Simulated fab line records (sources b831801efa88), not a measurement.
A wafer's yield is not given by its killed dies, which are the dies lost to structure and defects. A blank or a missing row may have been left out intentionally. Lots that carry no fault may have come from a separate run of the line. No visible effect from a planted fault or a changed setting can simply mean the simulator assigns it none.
The same fault as seen by 2 desks :: flow sky130 :: only its own numbers are on each desk; what lay behind them is given at the end

## AT THE METROLOGY DESK
Means of the sampled wafers that have a number, per lot and without regard to the tool the lot ran on: this is what the gauges read. A lot is out of limits, marked OUT, if its mean lies more than 4 standard deviations from the usual mean; the brackets give that distance.
Columns: A = LDD_HVN_TW at SKY_LDD_HVN_TW_MEAS_10, usual 1435; B = SPACER_CVD_00_THK at SKY_SPACER_THK_MEAS_01, usual 43.2 nm; C = cd nm at SKY_POLY_CUT_CD_MEAS_08, usual 270.2 nm
lot: L911
first seen here: day 22 09:42
A: 1431
B: 42.5
C: 272.1

lot: L912
first seen here: day 22 18:01
A: 1429
B: 43.0
C: 270.1

lot: L913
first seen here: day 22 22:34
A: 1427
B: 43.2
C: 269.6

lot: L916
first seen here: day 23 08:28
A: 1438
B: 43.8
C: 269.1

lot: L915
first seen here: day 23 12:07
A: 1432
B: 42.8
C: 269.6

lot: L918
first seen here: day 24 05:18
A: 1443
B: 43.5
C: 269.1

lot: L921
first seen here: day 25 03:27
A: 1445
B: 43.1
C: 270.9

lot: L926
first seen here: day 26 17:49
A: 1461
B: 43.1
C: 272.5

lot: L927
first seen here: day 27 03:25
A: 1433
B: 32.8 (-27) OUT
C: 269.5

lot: L928
first seen here: day 27 17:13
A: 1417
B: 32.7 (-28) OUT
C: 268.8
Per this desk, out of limits: L927, L928; the first was L927, day 29 16:20 (SPACER_CVD_00_THK at SKY_SPACER_THK_MEAS_01). L911, L912, L913, L916, L915, L918, L921, L926 stayed within limits.

## FOR THE TOOL OWNER'S DESK: lpcvd-02
The tool's own readings at SKY_SPACER_CVD_00 (deposits Si3N4 from DCS/NH3, target thk 43.1 nm, time 740 s): means of the sampled wafers that have a number, for each lot that ran on this tool. A lot is out of limits, marked OUT, if its mean lies more than 4 standard deviations from the usual mean; the brackets give that distance. Of its 8 readings 7 are shown: the one that was out of limits first, and those that lie furthest out on some lot.
Columns: A = spike tc bottom C at SKY_SPACER_CVD_00, usual 790.5 C; B = spike tc centre C at SKY_SPACER_CVD_00, usual 770.8 C; C = spike tc lower C at SKY_SPACER_CVD_00, usual 771.0 C; D = spike tc top C at SKY_SPACER_CVD_00, usual 785.1 C; E = spike tc upper C at SKY_SPACER_CVD_00, usual 770.8 C; F = susceptor temp C at SKY_SPACER_CVD_00, usual 769.9 C; G = zone power top pct at SKY_SPACER_CVD_00, usual 27.98 %
lot: L911
first seen here: day 24 23:04
A: 792.2
B: 770.1
C: 771.3
D: 785.1
E: 772.1
F: 769.9
G: 27.88

lot: L912
first seen here: day 25 06:43
A: 792.6
B: 770.7
C: 771.0
D: 785.1
E: 770.3
F: 769.8
G: 27.86

lot: L913
first seen here: day 25 10:26
A: 792.5
B: 770.0
C: 770.5
D: 785.1
E: 772.0
F: 769.7
G: 28.25

lot: L916
first seen here: day 25 21:50
A: 793.1
B: 770.3
C: 772.0
D: 785.2
E: 771.3
F: 770.0
G: 27.92

lot: L915
first seen here: day 26 00:15
A: 792.3
B: 770.1
C: 770.4
D: 785.4
E: 770.6
F: 769.2
G: 27.94

lot: L918
first seen here: day 26 16:37
A: 791.8
B: 770.7
C: 772.8
D: 785.4
E: 771.7
F: 770.1
G: 28.08

lot: L921
first seen here: day 27 14:49
A: 786.1
B: 772.6
C: 769.8
D: 784.7
E: 768.4
F: 770.1
G: 28.09

lot: L926
first seen here: day 29 08:10
A: 785.9
B: 771.5
C: 769.9
D: 784.8
E: 768.5
F: 769.6
G: 28.08

lot: L927
first seen here: day 29 14:31
A: 778.4 (-4.0) OUT
B: 756.5 (-12) OUT
C: 756.9 (-11) OUT
D: 771.5 (-10) OUT
E: 757.0 (-9.2) OUT
F: 756.0 (-38) OUT
G: 27.18

lot: L928
first seen here: day 30 05:07
A: 779.4
B: 755.9 (-12) OUT
C: 757.4 (-10) OUT
D: 770.7 (-11) OUT
E: 757.8 (-8.6) OUT
F: 756.1 (-37) OUT
G: 27.14
This desk's verdict: out of limits on L927, L928, starting with L927 at day 29 14:31 (spike tc bottom C at SKY_SPACER_CVD_00). L911, L912, L913, L916, L915, L918, L921, L926 stayed within limits.

## BROUGHT TOGETHER
The tool owner's desk had the chance to raise an alarm at day 29 14:31 on L927, L928.
At day 29 16:20 the metrology desk could have sounded an alarm, on L927, L928.
Of the lots named, all ran SKY_SPACER_CVD_00 on lpcvd-02.

## WHAT THE SIMULATOR PUT IN
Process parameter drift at SKY_SPACER_CVD_00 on lpcvd-02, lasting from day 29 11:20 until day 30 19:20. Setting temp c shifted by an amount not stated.
Lots struck among those shown: L927, L928.
Time in hours from fault onset to the first out-of-limits reading at each desk: tool owner's desk 3, metrology desk 5.
